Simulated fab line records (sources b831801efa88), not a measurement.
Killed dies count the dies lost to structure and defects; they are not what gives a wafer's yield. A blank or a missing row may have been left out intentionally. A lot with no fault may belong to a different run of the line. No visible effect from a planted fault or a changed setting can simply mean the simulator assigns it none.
Which tool did it? / flow sky130 / 13 lots with 39 wafers sampled at 2 steps, on a route of 708 steps

## WHAT THE GAUGES READ, wafer by wafer
SKY_METAL4_CD_MEAS_13: target cd 300 nm. Usual: cdNm reads 300.4 nm (standard deviation 1.3).
lot=L608; measured=day 41 21:22; on=cdSem-01; cdNm (nm)=300.8 301.0 299.7; flag=
lot=L607; measured=day 42 01:34; on=cdSem-02; cdNm (nm)=297.9 299.4 298.6; flag=
lot=L609; measured=day 42 10:10; on=cdSem-02; cdNm (nm)=301.6 301.1 302.1; flag=
lot=L611; measured=day 43 19:32; on=cdSem-01; cdNm (nm)=299.1 300.0 299.4; flag=
lot=L614; measured=day 43 20:11; on=cdSem-02; cdNm (nm)=301.9 302.0 302.6; flag=
lot=L612; measured=day 43 21:13; on=cdSem-01; cdNm (nm)=300.2 300.0 300.8; flag=
lot=L613; measured=day 43 21:35; on=cdSem-01; cdNm (nm)=298.0 299.1 300.4; flag=
lot=L615; measured=day 44 02:11; on=cdSem-01; cdNm (nm)=301.9 302.3 300.8; flag=
lot=L616; measured=day 44 08:53; on=cdSem-01; cdNm (nm)=302.1 301.7 302.6; flag=
lot=L617; measured=day 44 15:10; on=cdSem-01; cdNm (nm)=299.1 299.8 299.8; flag=
lot=L622; measured=day 45 22:01; on=cdSem-01; cdNm (nm)=297.6 298.2 297.7; flag=
lot=L626; measured=day 47 05:38; on=cdSem-01; cdNm (nm)=301.6 301.1 301.5; flag=
lot=L630; measured=day 47 19:08; on=cdSem-01; cdNm (nm)=301.2 299.8 300.5; flag=

SKY_METAL4_OVL_MEAS_14. Usual: METAL4_OVL gives 2 nm (standard deviation 4.2).
lot=L608; measured=day 41 21:28; on=overlay-02; METAL4_OVL (nm)=3 -9 0; flag=
lot=L607; measured=day 42 01:41; on=overlay-02; METAL4_OVL (nm)=2 -1 -2; flag=
lot=L609; measured=day 42 10:17; on=overlay-02; METAL4_OVL (nm)=-5 -3 2; flag=
lot=L611; measured=day 43 19:40; on=overlay-01; METAL4_OVL (nm)=1 5 3; flag=
lot=L614; measured=day 43 20:17; on=overlay-01; METAL4_OVL (nm)=0 4 4; flag=
lot=L612; measured=day 43 21:18; on=overlay-02; METAL4_OVL (nm)=14 3 -3; flag=
lot=L613; measured=day 43 21:43; on=overlay-02; METAL4_OVL (nm)=7 0 2; flag=
lot=L615; measured=day 44 02:17; on=overlay-02; METAL4_OVL (nm)=11 5 13; flag=
lot=L616; measured=day 44 08:59; on=overlay-01; METAL4_OVL (nm)=7 5 8; flag=
lot=L617; measured=day 44 15:17; on=overlay-02; METAL4_OVL (nm)=1 -5 2; flag=
lot=L622; measured=day 45 22:08; on=overlay-02; METAL4_OVL (nm)=4 0 -2; flag=
lot=L626; measured=day 47 05:46; on=overlay-02; METAL4_OVL (nm)=-6 -1 -5; flag=
lot=L630; measured=day 47 19:16; on=overlay-02; METAL4_OVL (nm)=6 1 -2; flag=

## WHAT TOOL EACH LOT RAN ON (gives the tool, then ch and the chambers of the sampled wafers, and finally the start)
The record shows no process step preceding these readings.

## WHAT THE TOOLS THEMSELVES READ (means of the sampled wafers that have a number; where no wafer has one, the mark that the record gives instead)
The record holds no such reading with a usual standard deviation.

## THE ANSWER, worked out from the rows above alone
Rule: take the mean of a lot's wafers that have a number; if it is more than 3 standard deviations from the usual mean, the lot is off. A lot without any number at a reading at which 4 lots or more have one is off too. The other lots that the step has rows for count as sound. The gauges are gone through in route order, then the tools' own readings, and for those a lot's mean is taken as printed above. At the first step where some lot is off, the reading lying furthest off is the one used; lots without a number count as furthest.
Nothing can be told from this: no lot is off at any reading shown.

## WHAT THE SIMULATOR HAD PUT IN
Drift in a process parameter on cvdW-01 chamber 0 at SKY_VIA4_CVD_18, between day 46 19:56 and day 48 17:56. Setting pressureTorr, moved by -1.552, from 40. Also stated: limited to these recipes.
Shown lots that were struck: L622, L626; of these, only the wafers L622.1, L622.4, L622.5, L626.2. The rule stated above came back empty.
